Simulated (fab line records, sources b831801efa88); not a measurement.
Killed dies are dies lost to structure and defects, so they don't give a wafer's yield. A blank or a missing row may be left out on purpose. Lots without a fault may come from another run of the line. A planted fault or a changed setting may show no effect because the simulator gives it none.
fab line records | flow sfq_line
record lots=15 wafers=45 last_day=95
route steps=325 shown M3@128 I3@141 I4@165
lots that met no fault: from a run of the same line without faults
start_h: hours from the record's first day to the start of the lot's first wafer shown | wait_h: hours since the lot's step before | " the same as in the row above | L1.1+2: a row that stands for several wafers | - no value, or no start given | * or withheld: withheld | < > ~ a bound
route shown NAME@n: a module of which the file shows steps, and the number in the route of the first | usual: mean/standard deviation of fault-free wafers | same: alike in all rows | chamber/n: place in a boat | sites: the reading at each site | _std_site: their standard deviation | _edge_site: outer sites' mean less inner sites' | radius_mm: how far each site lies from the wafer's centre | mask NAME#n: copy n | behind: the tool/chamber that last shaped the wafer | hold: why the lot was held/for how many hours/how that ended | device: the transistor (n, p or np) that didn't switch | end of line: the same wafers' tests at the end of the route | a step without rows: its recipe alone | killed: dies lost to structure and defects at the first sort, not the wafer's yield | map: a wafer's dies, x killed, . not, _ none there
set.NAME: the setting as run; set.NAME@STEP: as run at that earlier step | model.NAME: the simulator's own value behind a step, which no gauge read
steps of the route over a sample of lots; a table a step, a row a wafer
services: from which hour (start_h, from the record's first day; less than 0 if before it) a tool's chamber was out of use, for how many hours, and why
## steps
# step SFQ_M3_OVL_MEAS_921
# usual M3_OVL=2/6.2
# columns lot.wafer tool chamber start_h wait_h M3_OVL[nm]
L953.1 overlay-01 - 1020.20 0.1 -3
L953.4 " - " " -2
L953.6 " - " " -3
L955.1 overlay-01 - 1043.70 0.1 0
L955.3 " - " " -8
L955.5 " - " " -8
L956.1 overlay-01 - 1049.70 0.1 10
L956.3 " - " " 14
L956.6 " - " " 6
L958.1 overlay-02 - 1074.90 0.1 -2
L958.3 " - " " -3
L958.5 " - " " -3
L959.3 overlay-02 - 1122.54 0.1 7
L959.4 " - " " 2
L959.6 " - " " 4
L960.2 overlay-02 - 1123.74 0.1 -9
L960.5 " - " " -10
L960.6 " - " " -10
L961.2 overlay-01 - 1128.54 0.1 3
L961.3 " - " " 7
L961.6 " - " " 0
L963.1 overlay-01 - 1134.53 0.1 13
L963.2 " - " " 0
L963.3 " - " " 12
L966.3 overlay-01 - 1166.38 0.1 -2
L966.5 " - " " 3
L966.6 " - " " 2
L968.1 overlay-02 - 1180.77 0.1 2
L968.2 " - " " -2
L968.6 " - " " 5
L969.1 overlay-02 - 1202.43 0.1 9
L969.4 " - " " 6
L969.5 " - " " 5
L970.2 overlay-02 - 1204.84 0.1 7
L970.4 " - " " -1
L970.6 " - " " 0
L971.1 overlay-02 - 1206.03 0.1 10
L971.3 " - " " 9
L971.4 " - " " 10
L972.3 overlay-02 - 1214.44 0.1 13
L972.5 " - " " 12
L972.6 " - " " 7
L975.2 overlay-01 - 1230.03 0.1 -3
L975.4 " - " " -8
L975.5 " - " " -7
# step SFQ_TRILAYER_M3_STRIP_STRIP_079
# recipe gas=O2 power_w=200 platen_temp_c=40 overash_fraction=0.65 chemistry=O2 pressure_mtorr=50
# usual drypump_motor_current_A=5.7/0.36 oes_product_au=1.008/0.0093
# columns lot.wafer tool chamber start_h wait_h drypump_motor_current_A oes_product_au rf_hours_counter_h
L953.1 rie_metal-03 0 1020.42 0.1 5.5 1.006 117
L953.4 " 1 " " 5.8 1.019 -
L953.6 " 1 " " 5.8 1.023 -
L955.1 rie_metal-03 1 1043.92 0.1 5.8 1.010 94
L955.3 " 1 " " 5.8 1.024 -
L955.5 " 0 " " 5.5 1.003 -
L956.1 rie_metal-02 1 1049.92 0.1 6.4 1.013 94
L956.3 " 0 " " 5.3 1.003 -
L956.6 " 1 " " 6.4 1.011 -
L958.1 rie_metal-01 0 1075.12 0.1 5.4 1.007 9
L958.3 " 1 " " 5.3 1.013 -
L958.5 " 0 " " 5.4 1.004 -
L959.3 rie_metal-02 1 1122.95 0.2 6.4 0.989 -
L959.4 " 0 " " 5.3 1.010 -
L959.6 " 1 " " 6.4 0.995 -
L960.2 rie_metal-01 1 1123.95 0.1 5.4 1.005 83
L960.5 " 1 " " 5.4 1.009 -
L960.6 " 0 " " 5.4 1.002 -
L961.2 rie_metal-03 0 1128.75 0.1 5.5 0.995 7
L961.3 " 1 " " 5.7 1.021 -
L961.6 " 1 " " 5.8 1.010 -
L963.1 rie_metal-03 1 1134.75 0.1 5.8 1.008 112
L963.2 " 0 " " 5.5 1.010 8
L963.3 " 1 " " 5.8 1.016 -
L966.3 rie_metal-03 1 1166.79 0.2 5.8 1.022 -
L966.5 " 1 " " 5.8 1.022 -
L966.6 " 0 " " 5.5 1.000 -
L968.1 rie_metal-03 1 1181.18 0.2 5.8 1.034 119
L968.2 " 1 " " 5.8 1.016 -
L968.6 " 1 " " 5.8 1.022 -
L969.1 rie_metal-02 0 1202.65 0.1 5.3 1.009 18
L969.4 " 1 " " 6.5 0.998 -
L969.5 " 1 " " 6.4 1.000 -
L970.2 rie_metal-02 1 1205.05 0.1 6.5 1.009 121
L970.4 " 1 " " 6.4 1.004 -
L970.6 " 1 " " 6.4 1.011 -
L971.1 rie_metal-03 1 1206.25 0.1 5.8 1.018 122
L971.3 " 1 " " 5.8 1.022 -
L971.4 " 0 " " 5.5 1.009 -
L972.3 rie_metal-01 0 1214.85 0.2 5.4 0.990 -
L972.5 " 1 " " 5.4 0.999 -
L972.6 " 0 " " 5.4 1.003 -
L975.2 rie_metal-03 1 1230.25 0.1 5.8 1.028 125
L975.4 " 1 " " 5.8 1.014 -
L975.5 " 0 " " 5.5 1.009 -
# step SFQ_TRILAYER_I3_VIA_LITHO_PEB_088
# recipe peb_temp_c=115 peb_time_s=60 resist=KrF
# usual chill_plate_temp_C=23.02/0.11 heater_power_total_W=79.16/0.063 plate_temp_C=114.99/0.12
# same peb_time_s=60
# columns lot.wafer tool chamber start_h wait_h chill_plate_temp_C heater_power_total_W plate_temp_C
L953.1 litho_track-03 0 1167.27 1.0 23.07 79.25 114.90
L953.4 " 0 " " 22.88 79.07 115.12
L953.6 " 0 " " 22.96 79.24 115.05
L955.1 litho_track-01 0 1185.21 1.0 23.08 79.23 114.85
L955.3 " 0 " " 22.98 79.00 115.01
L955.5 " 0 " " 23.12 79.17 114.79
L956.1 litho_track-01 0 1192.41 1.0 23.11 79.18 114.86
L956.3 " 0 " " 23.07 79.26 114.79
L956.6 " 0 " " 23.16 79.23 114.87
L958.1 litho_track-04 0 1218.93 1.0 22.73 79.20 115.10
L958.3 " 0 " " 22.96 79.18 114.91
L958.5 " 0 " " 22.98 79.18 114.97
L959.3 litho_track-01 0 1271.40 0.7 23.01 79.06 115.19
L959.4 " 0 " " 23.07 79.19 115.08
L959.6 " 0 " " 23.16 79.20 114.89
L960.2 litho_track-01 0 1272.57 0.8 23.05 79.08 114.77
L960.5 " 0 " " 23.25 79.13 114.77
L960.6 " 0 " " 23.19 79.23 114.82
L961.2 litho_track-01 0 1276.17 0.8 22.98 79.13 115.12
L961.3 " 0 " " 22.88 79.16 114.86
L961.6 " 0 " " 23.03 79.15 115.03
L963.1 litho_track-01 0 1283.35 1.0 23.06 79.08 114.88
L963.2 " 0 " " 22.92 79.14 115.01
L963.3 " 0 " " 22.92 79.18 115.10
L966.3 litho_track-01 0 1311.12 0.7 22.93 74.28 109.71
L966.5 " 0 " " 22.96 74.30 109.66
L966.6 " 0 " " 23.04 74.34 109.59
L968.1 litho_track-01 0 1328.00 1.0 23.11 74.11 109.84
L968.2 " 0 " " 23.02 74.21 109.88
L968.6 " 0 " " 23.06 74.28 109.73
L969.1 litho_track-01 0 1335.20 1.0 23.07 74.21 109.61
L969.4 " 0 " " 23.25 74.23 109.62
L969.5 " 0 " " 23.17 74.36 109.69
L970.2 litho_track-04 0 1338.82 0.8 22.83 79.21 115.11
L970.4 " 0 " " 22.80 79.07 114.90
L970.6 " 0 " " 22.86 79.11 114.96
L971.1 litho_track-04 0 1341.20 1.0 22.98 79.14 114.86
L971.3 " 0 " " 23.04 79.05 115.14
L971.4 " 0 " " 22.98 79.20 114.66
L972.3 litho_track-03 0 1349.65 0.7 23.20 79.25 115.16
L972.5 " 0 " " 23.11 79.06 115.08
L972.6 " 0 " " 22.92 79.16 115.00
L975.2 litho_track-04 0 1365.22 0.8 22.97 79.17 115.01
L975.4 " 0 " " 22.98 79.15 114.98
L975.5 " 0 " " 23.01 79.10 114.93
# step SFQ_I4_BOW_MEAS_927
# recipe mode=bow
# usual I4_BOW=4/9.1
# columns lot.wafer tool chamber start_h wait_h I4_BOW[um]
L953.1 film_metro-02 - 1290.90 2.0 3
L953.4 " - " " 9
L953.6 " - " " 0
L955.1 film_metro-02 - 1315.50 2.5 9
L955.3 " - " " 8
L955.5 " - " " 12
L956.1 film_metro-04 - 1327.04 2.0 -9
L956.3 " - " " -20
L956.6 " - " " -19
L958.1 film_metro-01 - 1355.17 1.5 -10
L958.3 " - " " -3
L958.5 " - " " -7
L959.3 film_metro-02 - 1404.73 2.5 -4
L959.4 " - " " 13
L959.6 " - " " -3
L960.2 film_metro-04 - 1407.71 1.5 8
L960.5 " - " " 19
L960.6 " - " " 15
L961.2 film_metro-01 - 1413.71 2.5 9
L961.3 " - " " 6
L961.6 " - " " 8
L963.1 film_metro-02 - 1423.37 1.5 3
L963.2 " - " " 8
L963.3 " - " " 10
L966.3 film_metro-04 - 1444.41 2.0 6
L966.5 " - " " 7
L966.6 " - " " -1
L968.1 film_metro-02 - 1465.44 1.5 14
L968.2 " - " " 17
L968.6 " - " " 17
L969.1 film_metro-01 - 1474.44 1.5 1
L969.4 " - " " 2
L969.5 " - " " 10
L970.2 film_metro-01 - 1477.46 2.5 7
L970.4 " - " " 1
L970.6 " - " " -10
L971.1 film_metro-02 - 1478.25 1.0 3
L971.3 " - " " -3
L971.4 " - " " 6
L972.3 film_metro-04 - 1483.48 2.0 29
L972.5 " - " " 15
L972.6 " - " " 14
L975.2 film_metro-04 - 1490.27 2.0 2
L975.4 " - " " 0
L975.5 " - " " 5
## services
# columns tool chamber start_h hours kind
rie_metal-01 - 1042.52 5.7 repair
rie_metal-02 0 1061.41 - clean
rie_metal-02 0 1061.41 27.6 scheduled_down
rie_metal-02 0 1061.41 27.6 vent_cycle
rie_metal-03 0 1069.76 - clean
rie_metal-03 0 1069.76 18.8 scheduled_down
rie_metal-03 0 1069.76 18.8 vent_cycle
rie_metal-03 - 1091.96 1.4 pm
rie_metal-02 - 1123.35 2.8 pm
rie_metal-03 0 1171.96 9.0 repair
rie_metal-03 1 1279.74 - clean
rie_metal-03 1 1279.74 - consumable_replace:focus_ring
rie_metal-03 1 1279.74 23.4 scheduled_down
rie_metal-03 1 1279.74 23.4 vent_cycle
rie_metal-01 - 1283.99 0.2 repair
rie_metal-01 - 1298.96 3.5 repair
rie_metal-03 - 1315.79 14.6 pm
rie_metal-01 - 1327.37 14.6 pm
rie_metal-02 1 1330.32 - clean
rie_metal-02 1 1330.32 - consumable_replace:focus_ring
rie_metal-02 1 1330.32 16.6 scheduled_down
rie_metal-02 1 1330.32 16.6 vent_cycle
rie_metal-02 - 1361.96 1.5 repair
## key
first_sign step=SFQ_TRILAYER_I3_VIA_LITHO_PEB_088 reading=heater_power_total_W direction=down sigmas=77 usual=79.16 struck=74.26
effect step=SFQ_TRILAYER_I3_VIA_LITHO_PEB_088 reading=plate_temp_C direction=down sigmas=43 usual=* struck=*
met_at SFQ_TRILAYER_I3_VIA_LITHO_PEB_088
struck_lots L966,L968,L969
not_acting_at SFQ_M3_OVL_MEAS_921,SFQ_TRILAYER_M3_STRIP_STRIP_079,SFQ_I4_BOW_MEAS_927
onset_between 1283.35 1311.12
fault kind=process_parameter_drift tool=litho_track-01 chamber=- onset_h=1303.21 steps=SFQ_TRILAYER_I3_VIA_LITHO_PEB_088 channel=peb_temp_c offset=* shape=step end_h=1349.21 acts_in=* stated=*
